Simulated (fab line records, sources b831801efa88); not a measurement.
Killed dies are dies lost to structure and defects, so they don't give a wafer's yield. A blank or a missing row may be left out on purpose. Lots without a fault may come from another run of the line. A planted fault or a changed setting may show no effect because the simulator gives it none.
fab line records | flow sky130
record lots=6 wafers=18 last_day=49
route steps=708 shown DNWELL@41 PWDE@45 NWELL@56 PAD_OPEN@708
lots that met no fault: from a run of the same line without faults
start_h: hours from the record's first day to the start of the lot's first wafer shown | wait_h: hours since the lot's step before | " the same as in the row above | L1.1+2: a row that stands for several wafers | - no value, or no start given | * or withheld: withheld | < > ~ a bound
route shown NAME@n: a module of which the file shows steps, and the number in the route of the first | usual: mean/standard deviation of fault-free wafers | same: alike in all rows | chamber/n: place in a boat | sites: the reading at each site | _std_site: their standard deviation | _edge_site: outer sites' mean less inner sites' | radius_mm: how far each site lies from the wafer's centre | mask NAME#n: copy n | behind: the tool/chamber that last shaped the wafer | hold: why the lot was held/for how many hours/how that ended | device: the transistor (n, p or np) that didn't switch | end of line: the same wafers' tests at the end of the route | a step without rows: its recipe alone | killed: dies lost to structure and defects at the first sort, not the wafer's yield | map: a wafer's dies, x killed, . not, _ none there
set.NAME: the setting as run; set.NAME@STEP: as run at that earlier step | model.NAME: the simulator's own value behind a step, which no gauge read
lots at some steps of the route; a table a step, a row a wafer
services: from which hour (start_h, from the record's first day; less than 0 if before it) a tool's chamber was out of use, for how many hours, and why
## steps
# step SKY_DNWELL_DEVELOP_06
# recipe wall_angle_deg=90 developer=TMAH develop_time_s=60 dev_temp_c=23
# step SKY_DNWELL_IMPLANT_07
# recipe species=P energy_kev=withheld dose_cm2=withheld tilt_deg=withheld
# step SKY_DNWELL_STRIP_08
# recipe chemistry=O2/N2 power_w=1400 pressure_mtorr=1500 platen_temp_c=withheld o2_flow_sccm=3000 n2_flow_sccm=300 overash_fraction=0.5
# usual drypump_motor_current_A=6.0/0.31 oes_product_au=0.722/0.005 strip_time_to_endpoint_s=36.91/0.095
# columns lot.wafer tool chamber start_h wait_h drypump_motor_current_A oes_product_au rf_hours_counter_h strip_time_to_endpoint_s
L401.2 plasma_asher-02 0 62.07 0.1 5.8 0.714 39 37.04
L401.3 " 0 " " 5.8 0.723 - 36.89
L401.4 " 1 " " 5.6 0.722 - 36.93
L405.3 plasma_asher-02 1 80.65 0.1 5.6 0.722 - 36.89
L405.4 " 0 " " 5.8 0.732 - 36.93
L405.6 " 0 " " 5.8 0.723 - 36.92
L407.2 plasma_asher-01 1 103.31 0.1 5.9 0.724 43 36.88
L407.4 " 0 " " 6.4 0.719 - 36.92
L407.5 " 0 " " 6.4 0.729 - 36.94
L413.1 plasma_asher-01 1 134.43 0.1 5.9 0.728 46 36.96
L413.3 " 1 " " 5.9 0.718 - 36.98
L413.4 " 0 " " 6.4 0.712 - 36.88
L420.3 plasma_asher-01 0 161.54 0.1 6.4 0.710 - 36.86
L420.4 " 1 " " 5.9 0.718 - 36.87
L420.5 " 0 " " 6.4 0.725 - 36.88
L421.4 plasma_asher-02 1 166.30 0.1 5.6 0.724 - 37.03
L421.5 " 0 " " 5.8 0.719 - 36.97
L421.6 " 1 " " 5.6 0.721 - 36.99
# step SKY_DNWELL_TW_MEAS_09
# usual DNWELL_TW=1116/6.5
# columns lot.wafer tool chamber start_h wait_h DNWELL_TW
L401.2 film_metro-02 - 62.18 0.1 1117
L401.3 " - " " 1115
L401.4 " - " " 1114
L405.3 film_metro-03 - 80.74 0.1 1115
L405.4 " - " " 1113
L405.6 " - " " 1114
L407.2 film_metro-03 - 103.42 0.1 1116
L407.4 " - " " 1119
L407.5 " - " " 1120
L413.1 film_metro-03 - 134.53 0.1 1120
L413.3 " - " " 1118
L413.4 " - " " 1125
L420.3 film_metro-03 - 161.63 0.1 1119
L420.4 " - " " 1112
L420.5 " - " " 1111
L421.4 film_metro-04 - 166.40 0.1 1123
L421.5 " - " " 1127
L421.6 " - " " 1125
# step SKY_PWDE_DEHYDRATE_00
# recipe temp_c=200 time_s=60
# step SKY_PWDE_HMDS_01
# recipe prime_time_s=60 prime_temp_c=120
# step SKY_PWDE_COAT_02
# recipe spin_rpm=2000 resist_thk_nm=3000
# step SKY_PWDE_SOFTBAKE_03
# recipe temp_c=110 time_s=withheld
# step SKY_PWDE_EXPOSE_04
# recipe mask_id=PWDEM na=0.6 source_shape=conventional sigma_outer=0.6 polarization=unpolarized target_cd_nm=840 dose_mj=214
# step SKY_PWDE_PEB_05
# recipe temp_c=115 time_s=withheld
# step SKY_PWDE_DEVELOP_06
# recipe wall_angle_deg=90 developer=TMAH develop_time_s=60 dev_temp_c=23
# step SKY_PWDE_OVL_MEAS_07
# usual PWDE_OVL=-1.2/1.5
# columns lot.wafer tool chamber start_h wait_h PWDE_OVL[nm]
L401.2 overlay-01 - 78.07 - -1.2
L401.3 " - " " -0.2
L401.4 " - " " 1.2
L405.3 overlay-02 - 94.78 - -1.9
L405.4 " - " " -2.4
L405.6 " - " " -1.2
L407.2 overlay-01 - 120.88 - -0.5
L407.4 " - " " -0.1
L407.5 " - " " -0.7
L413.1 overlay-02 - 153.27 - -2.3
L413.3 " - " " -4.5
L413.4 " - " " -1.4
L420.3 overlay-01 - 181.53 - -2.9
L420.4 " - " " -2.7
L420.5 " - " " -1.6
L421.4 overlay-01 - 187.73 - -0.9
L421.5 " - " " -0.2
L421.6 " - " " -1.0
# step SKY_PWDE_IMPLANT_08
# recipe species=B energy_kev=150 dose_cm2=3.6e+12 tilt_deg=withheld
# usual dose_ions_cm2=3.6e+12/4e+09 faraday_current_uA=20.2/0.41
# columns lot.wafer tool chamber start_h wait_h dose_ions_cm2 faraday_current_uA
L401.2 implanter-01 0 78.13 0.0 3.604e+12 19.9
L401.3 " 0 " " 3.601e+12 20.5
L401.4 " 0 " " 3.603e+12 20.4
L405.3 implanter-01 0 94.86 0.1 4.834e+12 27.1
L405.4 " 0 " " 4.836e+12 28.3
L405.6 " 0 " " 4.837e+12 26.5
L407.2 implanter-01 0 120.93 0.0 4.844e+12 26.3
L407.4 " 0 " " 4.834e+12 27.1
L407.5 " 0 " " 4.837e+12 26.9
L413.1 implanter-02 0 153.30 0.0 3.605e+12 20.4
L413.3 " 0 " " 3.605e+12 21.2
L413.4 " 0 " " 3.606e+12 21.5
L420.3 implanter-03 0 181.61 0.1 3.601e+12 20.9
L420.4 " 0 " " 3.593e+12 20.4
L420.5 " 0 " " 3.602e+12 20.4
L421.4 implanter-03 0 187.83 0.1 3.598e+12 20.6
L421.5 " 0 " " 3.6e+12 19.5
L421.6 " 0 " " 3.602e+12 19.9
# step SKY_PWDE_STRIP_09
# recipe chemistry=O2/N2 power_w=1400 pressure_mtorr=1500 platen_temp_c=withheld o2_flow_sccm=3000 n2_flow_sccm=300 overash_fraction=0.5
# usual drypump_motor_current_A=5.9/0.38 oes_product_au=0.722/0.0045 strip_time_to_endpoint_s=36.92/0.11
# columns lot.wafer tool chamber start_h wait_h drypump_motor_current_A oes_product_au rf_hours_counter_h strip_time_to_endpoint_s
L401.2 plasma_asher-02 0 78.25 0.1 5.8 0.724 41 36.97
L401.3 " 1 " " 5.6 0.723 - 36.94
L401.4 " 0 " " 5.8 0.726 - 36.97
L405.3 plasma_asher-01 1 94.99 0.1 5.9 0.716 - 36.99
L405.4 " 0 " " 6.4 0.722 - 36.97
L405.6 " 0 " " 6.4 0.725 - 36.95
L407.2 plasma_asher-01 0 121.06 0.1 6.4 0.718 45 37.01
L407.4 " 0 " " 6.4 0.727 - 37.02
L407.5 " 1 " " 5.9 0.723 - 36.92
L413.1 plasma_asher-01 1 153.45 0.1 5.9 0.726 48 36.78
L413.3 " 0 " " 6.4 0.714 - 36.75
L413.4 " 1 " " 5.9 0.723 - 36.73
L420.3 plasma_asher-01 0 181.74 0.1 6.4 0.733 - 36.86
L420.4 " 1 " " 5.9 0.718 - 36.86
L420.5 " 1 " " 5.9 0.719 - 36.71
L421.4 plasma_asher-04 0 187.94 0.1 5.3 0.729 - 37.08
L421.5 " 0 " " 5.3 0.716 - 36.91
L421.6 " 1 " " 5.8 0.722 - 36.94
# step SKY_PWDE_TW_MEAS_10
# usual PWDE_TW=375.3/1.6
# columns lot.wafer tool chamber start_h wait_h PWDE_TW
L401.2 film_metro-04 - 78.36 0.1 376.2
L401.3 " - " " 375.8
L401.4 " - " " 376.3
L405.3 film_metro-03 - 95.08 0.1 408.2
L405.4 " - " " 408.8
L405.6 " - " " 406.3
L407.2 film_metro-04 - 121.17 0.1 408.4
L407.4 " - " " 410.9
L407.5 " - " " 410.9
L413.1 film_metro-04 - 153.55 0.1 376.5
L413.3 " - " " 375.9
L413.4 " - " " 376.2
L420.3 film_metro-02 - 181.83 0.1 376.1
L420.4 " - " " 374.1
L420.5 " - " " 376.6
L421.4 film_metro-02 - 188.03 0.1 374.8
L421.5 " - " " 376.1
L421.6 " - " " 375.3
# step SKY_NWELL_DEHYDRATE_03
# recipe temp_c=200 time_s=60
# step SKY_NWELL_HMDS_04
# recipe prime_time_s=60 prime_temp_c=120
# step SKY_NWELL_COAT_05
# recipe spin_rpm=2000 resist_thk_nm=3000
# step SKY_NWELL_SOFTBAKE_06
# recipe temp_c=110 time_s=withheld
# step SKY_NWELL_EXPOSE_07
# recipe mask_id=NWM na=0.6 source_shape=conventional sigma_outer=0.6 polarization=unpolarized target_cd_nm=840 dose_mj=255
# step SKY_NWELL_PEB_08
# recipe temp_c=115 time_s=withheld
# step SKY_NWELL_DEVELOP_09
# recipe wall_angle_deg=90 developer=TMAH develop_time_s=60 dev_temp_c=23
# step SKY_NWELL_OVL_MEAS_10
# usual NWELL_00_OVL=-1.1/1.4
# columns lot.wafer tool chamber start_h wait_h NWELL_00_OVL[nm]
L401.2 overlay-01 - 92.88 - 0.6
L401.3 " - " " -0.7
L401.4 " - " " -1.2
L405.3 overlay-02 - 113.14 - -1.7
L405.4 " - " " -3.1
L405.6 " - " " -1.6
L407.2 overlay-01 - 139.52 - 0.5
L407.4 " - " " 1.0
L407.5 " - " " 0.9
L413.1 overlay-02 - 173.61 - 1.3
L413.3 " - " " -2.0
L413.4 " - " " -1.4
L420.3 overlay-01 - 202.57 - 1.9
L420.4 " - " " 0.3
L420.5 " - " " 2.0
L421.4 overlay-02 - 209.60 - -1.6
L421.5 " - " " -1.5
L421.6 " - " " -1.7
# step SKY_NWELL_IMPLANT_11
# recipe species=P energy_kev=400 dose_cm2=1.9e+13 tilt_deg=withheld
# step SKY_NWELL_IMPLANT_12
# recipe species=P energy_kev=120 dose_cm2=1.3e+12 tilt_deg=withheld
# step SKY_NWELL_IMPLANT_13
# recipe species=P energy_kev=50 dose_cm2=7e+11 tilt_deg=withheld
# step SKY_NWELL_STRIP_14
# recipe chemistry=O2/N2 power_w=1400 pressure_mtorr=1500 platen_temp_c=withheld o2_flow_sccm=3000 n2_flow_sccm=300 overash_fraction=0.5
# usual drypump_motor_current_A=5.9/0.37 oes_product_au=0.722/0.0045 strip_time_to_endpoint_s=36.94/0.1
# columns lot.wafer tool chamber start_h wait_h drypump_motor_current_A oes_product_au rf_hours_counter_h strip_time_to_endpoint_s
L401.2 plasma_asher-03 0 93.36 0.1 6.4 0.722 40 36.72
L401.3 " 0 " " 6.4 0.730 - 36.83
L401.4 " 1 " " 6.0 0.716 - 36.78
L405.3 plasma_asher-03 0 113.65 0.1 6.4 0.714 - 37.07
L405.4 " 1 " " 6.0 0.721 - 37.07
L405.6 " 1 " " 6.0 0.722 - 37.08
L407.2 plasma_asher-04 1 140.00 0.1 5.8 0.719 31 36.89
L407.4 " 0 " " 5.3 0.726 - 37.00
L407.5 " 1 " " 5.8 0.717 - 36.87
L413.1 plasma_asher-03 0 174.10 0.1 6.5 0.722 48 36.93
L413.3 " 0 " " 6.4 0.713 - 36.93
L413.4 " 1 " " 6.0 0.727 - 37.04
L420.3 plasma_asher-02 1 203.08 0.1 5.6 0.716 - 36.95
L420.4 " 0 " " 5.8 0.720 - 37.06
L420.5 " 0 " " 5.8 0.718 - 37.02
L421.4 plasma_asher-03 1 210.10 0.1 6.0 0.722 - 37.07
L421.5 " 0 " " 6.4 0.728 - 37.18
L421.6 " 1 " " 6.0 0.720 - 37.04
# step SKY_NWELL_TW_MEAS_15
# usual NWELL_TW=1826/8.6
# columns lot.wafer tool chamber start_h wait_h NWELL_TW
L401.2 film_metro-03 - 93.47 0.1 1805
L401.3 " - " " 1826
L401.4 " - " " 1825
L405.3 film_metro-02 - 113.74 0.1 1827
L405.4 " - " " 1830
L405.6 " - " " 1816
L407.2 film_metro-02 - 140.11 0.1 1821
L407.4 " - " " 1818
L407.5 " - " " 1812
L413.1 film_metro-02 - 174.20 0.1 1819
L413.3 " - " " 1823
L413.4 " - " " 1823
L420.3 film_metro-03 - 203.17 0.1 1811
L420.4 " - " " 1821
L420.5 " - " " 1822
L421.4 film_metro-04 - 210.20 0.1 1830
L421.5 " - " " 1836
L421.6 " - " " 1820
# step SKY_NWELL_DEHYDRATE_16
# recipe temp_c=200 time_s=60
# step SKY_NWELL_HMDS_17
# recipe prime_time_s=60 prime_temp_c=120
# step SKY_NWELL_COAT_18
# recipe spin_rpm=2000 resist_thk_nm=3000
# step SKY_NWELL_SOFTBAKE_19
# recipe temp_c=110 time_s=withheld
# step SKY_NWELL_EXPOSE_20
# recipe mask_id=NWM_COMPLEMENT na=0.6 source_shape=conventional sigma_outer=0.6 polarization=unpolarized target_cd_nm=840 dose_mj=260
# step SKY_NWELL_PEB_21
# recipe temp_c=115 time_s=withheld
# step SKY_NWELL_DEVELOP_22
# recipe wall_angle_deg=90 developer=TMAH develop_time_s=60 dev_temp_c=23
# step SKY_NWELL_OVL_MEAS_23
# usual NWELL_01_OVL=-0.2/1.3
# columns lot.wafer tool chamber start_h wait_h NWELL_01_OVL[nm]
L401.2 overlay-02 - 111.92 - 2.4
L401.3 " - " " -0.4
L401.4 " - " " 0.4
L405.3 overlay-02 - 130.09 - -2.2
L405.4 " - " " -1.4
L405.6 " - " " -1.8
L407.2 overlay-01 - 159.63 - 1.6
L407.4 " - " " 0.4
L407.5 " - " " -0.5
L413.1 overlay-01 - 194.96 - 2.5
L413.3 " - " " 0.8
L413.4 " - " " 1.4
L420.3 overlay-01 - 225.23 - -0.5
L420.4 " - " " -0.4
L420.5 " - " " -0.2
L421.4 overlay-01 - 233.45 - -0.6
L421.5 " - " " -0.4
L421.6 " - " " 1.4
# step SKY_NWELL_IMPLANT_24
# recipe species=B energy_kev=140 dose_cm2=9.2e+12 tilt_deg=withheld
# step SKY_NWELL_STRIP_25
# recipe chemistry=O2/N2 power_w=1400 pressure_mtorr=1500 platen_temp_c=withheld o2_flow_sccm=3000 n2_flow_sccm=300 overash_fraction=0.5
# usual drypump_motor_current_A=5.9/0.36 oes_product_au=0.722/0.0045 strip_time_to_endpoint_s=36.95/0.1
# columns lot.wafer tool chamber start_h wait_h drypump_motor_current_A oes_product_au rf_hours_counter_h strip_time_to_endpoint_s
L401.2 plasma_asher-04 0 112.10 0.1 5.3 0.722 29 36.87
L401.3 " 1 " " 5.8 0.717 - 36.74
L401.4 " 0 " " 5.3 0.721 - 36.89
L405.3 plasma_asher-03 0 130.30 0.1 6.4 0.726 - 36.76
L405.4 " 1 " " 6.0 0.715 - 36.91
L405.6 " 1 " " 6.0 0.728 - 36.86
L407.2 plasma_asher-04 1 159.81 0.1 5.9 0.724 33 36.93
L407.4 " 0 " " 5.3 0.719 - 36.91
L407.5 " 1 " " 5.9 0.724 - 36.91
L413.1 plasma_asher-02 0 195.15 0.1 5.8 0.720 7 36.91
L413.3 " 0 " " 5.8 0.728 - 37.04
L413.4 " 1 " " 5.6 0.718 - 37.13
L420.3 plasma_asher-02 0 225.44 0.1 5.8 0.722 - 36.86
L420.4 " 1 " " 5.6 0.716 - 36.93
L420.5 " 0 " " 5.8 0.727 - 36.88
L421.4 plasma_asher-03 1 233.65 0.1 6.0 0.719 - 36.89
L421.5 " 1 " " 6.0 0.721 - 36.91
L421.6 " 0 " " 6.4 0.718 - 36.85
# step SKY_NWELL_TW_MEAS_26
# usual NWELL_2_TW=497.7/2
# columns lot.wafer tool chamber start_h wait_h NWELL_2_TW
L401.2 film_metro-03 - 112.21 0.1 498.4
L401.3 " - " " 496.2
L401.4 " - " " 495.4
L405.3 film_metro-03 - 130.39 0.1 497.8
L405.4 " - " " 498.4
L405.6 " - " " 496.0
L407.2 film_metro-03 - 159.92 0.1 500.1
L407.4 " - " " 497.1
L407.5 " - " " 498.4
L413.1 film_metro-02 - 195.25 0.1 495.8
L413.3 " - " " 500.3
L413.4 " - " " 496.3
L420.3 film_metro-04 - 225.53 0.1 498.0
L420.4 " - " " 496.7
L420.5 " - " " 499.3
L421.4 film_metro-03 - 233.75 0.1 495.6
L421.5 " - " " 498.1
L421.6 " - " " 497.0
# step SKY_NWELL_CLEAN_27
# recipe chemistry=SC1/SC2 mix=1:4:20 temp_c=70 time_s=150 dry=n2_spin
# step SKY_NWELL_RTA_28
# recipe temp_c=1050 time_s=30 idle_temp_c=650 ramp_up_c_per_s=150 ramp_down_c_per_s=90 ambient=N2
# usual anneal_temp_c_max=1055.4/1.1 lamp_power_pct=25.31/0.062 wafer_temp_C_max=1054.9/0.98
# columns lot.wafer tool chamber start_h wait_h anneal_temp_c_max lamp_power_pct wafer_temp_C_max
L401.2 rtp_anneal-01 0 112.32 0.0 1055.0 25.21 1054.9
L401.3 " 0 " " 1055.4 25.33 1054.1
L401.4 " 0 " " 1053.2 25.38 1053.5
L405.3 rtp_anneal-01 0 130.51 0.0 1055.3 25.34 1056.5
L405.4 " 0 " " 1055.5 25.23 1055.5
L405.6 " 0 " " 1058.4 25.32 1054.4
L407.2 rtp_anneal-01 0 160.03 0.0 1057.5 25.30 1054.4
L407.4 " 0 " " 1055.1 25.34 1056.3
L407.5 " 0 " " 1053.7 25.22 1055.0
L413.1 rtp_anneal-02 0 195.36 0.0 1054.8 25.28 1055.5
L413.3 " 0 " " 1054.4 25.25 1054.0
L413.4 " 0 " " 1055.7 25.27 1054.7
L420.3 rtp_anneal-02 0 225.66 0.0 1054.3 25.18 1055.2
L420.4 " 0 " " 1054.0 25.35 1055.2
L420.5 " 0 " " 1054.9 25.33 1055.2
L421.4 rtp_anneal-02 0 233.88 0.1 1055.7 25.35 1054.6
L421.5 " 0 " " 1056.1 25.30 1053.8
L421.6 " 0 " " 1054.9 25.27 1054.6
# step SKY_NWELL_RS_MEAS_29
# recipe thk_meas_gauge=four-point-probe
# usual NWELL_RS=624.7/1.7
# columns lot.wafer tool chamber start_h wait_h NWELL_RS[ohm/sq]
L401.2 film_metro-02 - 112.43 0.1 627.2
L401.3 " - " " 627.2
L401.4 " - " " 623.8
L405.3 film_metro-04 - 130.62 0.1 621.7
L405.4 " - " " 622.2
L405.6 " - " " 621.0
L407.2 film_metro-04 - 160.14 0.1 624.5
L407.4 " - " " 625.2
L407.5 " - " " 623.8
L413.1 film_metro-04 - 195.46 0.1 624.7
L413.3 " - " " 623.6
L413.4 " - " " 625.9
L420.3 film_metro-03 - 225.76 0.1 624.3
L420.4 " - " " 623.6
L420.5 " - " " 623.3
L421.4 film_metro-04 - 233.99 0.1 623.7
L421.5 " - " " 625.5
L421.6 " - " " 624.6
# step SKY_NWELL_RS_MEAS_31
# recipe thk_meas_gauge=four-point-probe
# usual PWDE_RS=5267/19
# columns lot.wafer tool chamber start_h wait_h PWDE_RS[ohm/sq]
L401.2 film_metro-02 - 112.67 0.1 5298
L401.3 " - " " 5299
L401.4 " - " " 5314
L405.3 film_metro-04 - 130.86 0.1 4189
L405.4 " - " " 4190
L405.6 " - " " 4176
L407.2 film_metro-04 - 160.38 0.1 4187
L407.4 " - " " 4187
L407.5 " - " " 4184
L413.1 film_metro-04 - 195.70 0.1 5249
L413.3 " - " " 5237
L413.4 " - " " 5260
L420.3 film_metro-03 - 226.00 0.1 5252
L420.4 " - " " 5236
L420.5 " - " " 5239
L421.4 film_metro-04 - 234.23 0.1 5266
L421.5 " - " " 5261
L421.6 " - " " 5252
# step SKY_PAD_OPEN_PROBE_99
# usual killed_at_M0_to_M3=44/7.1 killed_at_M4_up=3.3/1.8 killed_at_contacts=24/5.1 killed_at_front_end=16/4.7 killed_at_other=0.3/0.52 killed_dies=87/9.7 killed_open=47/6.8 killed_short=39/6.7
# same gross_dies=492 killed_at_back_side=0
# columns lot.wafer tool chamber start_h wait_h killed_at_M0_to_M3 killed_at_M4_up killed_at_contacts killed_at_front_end killed_at_other killed_dies killed_open killed_short model.etest.res_p_drift_20v.line_ohm_um model.etest.res_p_drift_20v.rs_ohm_sq model.etest.res_pwde_under_gate.rs_ohm_sq
L401.2 prober-01 - 1071.28 0.1 41 5 27 15 0 88 61 26 1.16e+04 9838 6186
L401.3 prober-01 - 1071.33 0.2 53 5 29 15 0 102 60 42 1.11e+04 9436 6220
L401.4 prober-01 - 1071.38 0.2 53 4 33 11 0 101 56 44 1.125e+04 9410 6196
L405.3 prober-02 - 1097.93 0.2 48 0 18 21 1 88 45 43 8869 7323 4789
L405.4 prober-02 - 1097.98 0.2 36 3 25 15 1 80 42 37 8359 7027 4748
L405.6 prober-02 - 1098.08 0.2 44 3 24 16 0 87 51 36 8389 7016 4752
L407.2 prober-02 - 1122.33 0.1 37 4 27 15 0 83 43 40 9170 7538 4712
L407.4 prober-02 - 1122.43 0.2 41 3 24 14 0 82 35 47 8671 7275 4741
L407.5 prober-02 - 1122.48 0.2 41 5 26 11 0 83 51 32 9463 7820 4772
L413.1 prober-01 - 1153.17 0.1 62 3 17 16 0 98 50 47 1.142e+04 9364 6189
L413.3 prober-01 - 1153.27 0.2 50 2 21 11 0 84 49 35 1.066e+04 8908 6241
L413.4 prober-01 - 1153.32 0.2 41 5 21 11 0 78 48 30 1.096e+04 9150 6253
L420.3 prober-01 - 1175.94 0.2 40 0 37 16 1 94 50 44 1.162e+04 9837 6173
L420.4 prober-01 - 1175.99 0.2 32 3 26 10 0 71 46 25 1.087e+04 9085 6194
L420.5 prober-01 - 1176.04 0.2 37 3 20 19 0 79 42 37 1.093e+04 9190 6180
L421.4 prober-02 - 1181.21 0.2 34 3 23 10 0 70 40 30 1.114e+04 9109 6214
L421.5 prober-02 - 1181.26 0.2 51 5 26 25 1 108 51 54 1.129e+04 9325 6268
L421.6 prober-02 - 1181.31 0.2 47 3 30 15 1 96 55 40 1.079e+04 8969 6212
# killed by level:class
L401.2 CONTACT:geometric_particle:open=15 VIA2:geometric_particle:open=9 VIA1:geometric_particle:open=8 VIA3:geometric_particle:open=7 FIELD_ISO:geometric_particle:open=5 SPACER:geometric_particle:open=4 METAL2:geometric_particle:short=4 METAL1:geometric_particle:short=4
L401.3 VIA1:geometric_particle:open=16 LI_CONTACT:geometric_particle:open=12 CONTACT:geometric_particle:open=9 METAL2:geometric_particle:short=8 VIA2:geometric_particle:open=7 VIA1:geometric_particle:short=6 METAL1:geometric_particle:short=5 VIA3:geometric_particle:open=5
L401.4 LI_CONTACT:geometric_particle:open=14 CONTACT:geometric_particle:open=11 METAL2:geometric_particle:short=9 VIA1:geometric_particle:open=7 VIA2:geometric_particle:open=7 VIA2:geometric_particle:short=6 FIELD_ISO:geometric_particle:short=4 FIELD_ISO:geometric_particle:open=4
L405.3 VIA1:geometric_particle:open=10 VIA2:geometric_particle:open=8 VIA3:geometric_particle:open=7 METAL1:geometric_particle:short=6 LOCAL_INTERCONNECT:geometric_particle:short=5 POLY_GATE:geometric_particle:open=5 POLY_GATE:geometric_particle:short=5 LI_CONTACT:geometric_particle:open=5
L405.4 VIA1:geometric_particle:open=7 VIA3:geometric_particle:open=6 CONTACT:geometric_particle:open=6 CONTACT:geometric_particle:short=6 METAL1:geometric_particle:short=6 FIELD_ISO:geometric_particle:open=5 LI_CONTACT:geometric_particle:open=5 LI_CONTACT:geometric_particle:short=5
L405.6 CONTACT:geometric_particle:open=10 METAL2:geometric_particle:short=9 VIA3:geometric_particle:open=9 VIA2:geometric_particle:open=8 VIA1:geometric_particle:open=6 FIELD_ISO:geometric_particle:open=5 LOCAL_INTERCONNECT:geometric_particle:short=5 LI_CONTACT:geometric_particle:open=4
L407.2 VIA1:geometric_particle:open=11 METAL2:geometric_particle:short=9 CONTACT:geometric_particle:open=8 LI_CONTACT:geometric_particle:open=7 LI_CONTACT:geometric_particle:short=5 METAL1:geometric_particle:short=5 VIA2:geometric_particle:open=5 FIELD_ISO:geometric_particle:short=4
L407.4 CONTACT:geometric_particle:open=8 CONTACT:geometric_particle:short=7 VIA2:geometric_particle:open=6 METAL1:geometric_particle:short=6 VIA1:geometric_particle:short=5 POLY_GATE:geometric_particle:short=5 LOCAL_INTERCONNECT:geometric_particle:short=5 VIA1:geometric_particle:open=5
L407.5 LI_CONTACT:geometric_particle:open=10 CONTACT:geometric_particle:open=8 VIA1:geometric_particle:open=8 VIA3:geometric_particle:open=6 VIA1:geometric_particle:short=6 VIA2:geometric_particle:open=6 METAL1:geometric_particle:short=5 POLY_GATE:geometric_particle:open=4
L413.1 VIA1:geometric_particle:open=15 METAL1:geometric_particle:short=9 VIA2:geometric_particle:open=7 VIA1:geometric_particle:short=6 VIA3:geometric_particle:open=6 LI_CONTACT:geometric_particle:open=5 VIA3:geometric_particle:short=5 FIELD_ISO:geometric_particle:short=4
L413.3 VIA1:geometric_particle:open=16 VIA2:geometric_particle:open=9 LI_CONTACT:geometric_particle:open=6 VIA1:geometric_particle:short=6 LOCAL_INTERCONNECT:geometric_particle:short=5 CONTACT:geometric_particle:open=5 METAL2:geometric_particle:short=5 CONTACT:geometric_particle:short=4
L413.4 VIA1:geometric_particle:open=14 CONTACT:geometric_particle:open=7 VIA3:geometric_particle:open=6 CONTACT:geometric_particle:short=6 VIA3:geometric_particle:short=6 VIA1:geometric_particle:short=5 LI_CONTACT:geometric_particle:open=3 VIA2:geometric_particle:open=3
L420.3 CONTACT:geometric_particle:open=17 LI_CONTACT:geometric_particle:open=8 METAL1:geometric_particle:short=6 VIA1:geometric_particle:open=6 VIA1:geometric_particle:short=6 METAL2:geometric_particle:short=6 FIELD_ISO:geometric_particle:open=5 LI_CONTACT:geometric_particle:short=5
L420.4 CONTACT:geometric_particle:open=12 VIA1:geometric_particle:short=8 LI_CONTACT:geometric_particle:open=7 VIA3:geometric_particle:open=6 VIA1:geometric_particle:open=5 CONTACT:geometric_particle:short=3 POLY_GATE:geometric_particle:open=3 LOCAL_INTERCONNECT:geometric_particle:short=3
L420.5 CONTACT:geometric_particle:open=9 VIA1:geometric_particle:open=8 FIELD_ISO:geometric_particle:short=6 VIA3:geometric_particle:open=6 POLY_GATE:geometric_particle:short=5 LI_CONTACT:geometric_particle:open=5 FIELD_ISO:geometric_particle:open=4 VIA2:geometric_particle:open=4
L421.4 CONTACT:geometric_particle:open=13 VIA1:geometric_particle:open=8 METAL2:geometric_particle:short=5 FIELD_ISO:geometric_particle:open=4 LI_CONTACT:geometric_particle:open=4 VIA2:geometric_particle:open=4 METAL3:geometric_particle:short=4 LOCAL_INTERCONNECT:geometric_particle:short=3
L421.5 CONTACT:geometric_particle:open=10 VIA1:geometric_particle:open=9 POLY_GATE:geometric_particle:short=7 POLY_GATE:geometric_particle:open=7 VIA2:geometric_particle:open=7 METAL2:geometric_particle:short=7 LOCAL_INTERCONNECT:geometric_particle:short=6 VIA1:geometric_particle:short=5
L421.6 LI_CONTACT:geometric_particle:open=11 CONTACT:geometric_particle:open=10 METAL2:geometric_particle:short=8 VIA2:geometric_particle:short=8 VIA1:geometric_particle:open=7 FIELD_ISO:geometric_particle:open=6 VIA2:geometric_particle:open=6 CONTACT:geometric_particle:short=4
## services
# columns tool chamber start_h hours kind
plasma_asher-04 - 55.72 8.7 repair
implanter-01 - 71.47 4.1 pm
implanter-03 - 92.49 5.2 repair
plasma_asher-02 - 108.75 9.0 pm
plasma_asher-02 0 108.75 9.0 vent_cycle
plasma_asher-02 1 108.75 9.0 vent_cycle
implanter-02 - 114.02 5.2 pm
plasma_asher-02 0 117.75 - clean
plasma_asher-02 1 117.75 - clean
implanter-03 - 141.82 4.9 pm
rtp_anneal-02 - 154.38 5.3 pm
rtp_anneal-02 - 159.74 1.5 pm
plasma_asher-01 - 167.51 2.8 pm
plasma_asher-02 - 179.24 2.8 pm
## key
first_sign step=SKY_PWDE_IMPLANT_08 reading=dose_ions_cm2 direction=up sigmas=99+ usual=* struck=*
effect step=SKY_PWDE_IMPLANT_08 reading=faraday_current_uA direction=up sigmas=17 usual=20.2 struck=27.0
effect step=SKY_PWDE_TW_MEAS_10 reading=PWDE_TW direction=up sigmas=21 usual=375.3 struck=408.9
effect step=SKY_NWELL_RS_MEAS_31 reading=PWDE_RS direction=down sigmas=57 usual=5267 struck=4185
model_effect step=SKY_PAD_OPEN_PROBE_99 value=etest.res_p_drift_20v.line_ohm_um without=1.149e+04 struck=8820
met_at SKY_PWDE_IMPLANT_08
struck_wafers L405.3,L405.4,L405.6,L407.2,L407.4,L407.5
tester_left_out L405,L407
onset_between 78.13 94.86
fault kind=process_parameter_drift tool=implanter-01 chamber=- onset_h=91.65 steps=SKY_PWDE_IMPLANT_08 channel=dose_cm2 offset=* shape=step end_h=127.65 acts_in=* stated=*
# tester_left_out: of these lots the tester's yield and bins aren't shown, on N5 and GAA mostly nor the transistor test; their killed dies are dies lost to structure and defects alone, not to doping, threshold or leakage, so they don't give the yield
